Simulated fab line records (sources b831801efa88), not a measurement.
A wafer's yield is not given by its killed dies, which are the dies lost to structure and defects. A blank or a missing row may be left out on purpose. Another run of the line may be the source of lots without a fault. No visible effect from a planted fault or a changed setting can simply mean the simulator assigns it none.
Chamber matching / flow sky130 / rie diel-03 running SKY_POLY_GATE_ETCH_15: 4 sister chambers
The step etches BARC in N2/H2, stops on SiO2, time 118.5 s, target depth 110 nm. 4 wafers are shown with their chamber, then 11 later ones without.

EACH WAFER AND ITS CHAMBER
wafer=L088.5; chamber=0; drypump motor current A (A)=5.3
wafer=L089.4; chamber=2; drypump motor current A (A)=5.2
wafer=L092.1; chamber=3; drypump motor current A (A)=5.2
wafer=L095.1; chamber=1; drypump motor current A (A)=5.5

WAFERS WHOSE CHAMBER IS MISSING
wafer=L095.2; drypump motor current A (A)=5.2
wafer=L095.3; drypump motor current A (A)=5.2
wafer=L095.4; drypump motor current A (A)=5.1
wafer=L095.5; drypump motor current A (A)=5.2
wafer=L095.6; drypump motor current A (A)=5.2
wafer=L096.1; drypump motor current A (A)=5.5
wafer=L096.2; drypump motor current A (A)=5.3
wafer=L096.3; drypump motor current A (A)=5.2
wafer=L097.3; drypump motor current A (A)=5.5
wafer=L097.5; drypump motor current A (A)=5.2
wafer=L097.6; drypump motor current A (A)=5.2

CHAMBER TAKEN BY EACH
wafer=L095.2; from the rows above=can't be placed: 2 or 3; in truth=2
wafer=L095.3; from the rows above=can't be placed: 2 or 3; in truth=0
wafer=L095.4; from the rows above=can't be placed: 2 or 3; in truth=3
wafer=L095.5; from the rows above=can't be placed: 2 or 3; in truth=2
wafer=L095.6; from the rows above=can't be placed: 2 or 3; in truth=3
wafer=L096.1; from the rows above=1; in truth=1
wafer=L096.2; from the rows above=0; in truth=0
wafer=L096.3; from the rows above=can't be placed: 2 or 3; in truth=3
wafer=L097.3; from the rows above=1; in truth=1
wafer=L097.5; from the rows above=can't be placed: 2 or 3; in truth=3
wafer=L097.6; from the rows above=can't be placed: 2 or 3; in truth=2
Correctly placed: 3 of 11. From these rows, 8 cannot be placed; in 7 the true chamber is one of the candidates. 0 placed wrongly.
How it was worked out, from the rows above alone: a wafer's distance from a chamber is the root of the sum, over the readings, of the square of ((its reading less the chamber's mean) divided by the reading's scatter). If the next closest chamber is less than 2 further off than the closest, the wafer can't be placed; otherwise it belongs to the closest. Each chamber's mean is taken over the wafers shown for it. The scatter: root of mean squared gap, hidden wafer to nearest shown wafer, with one shown wafer a chamber.
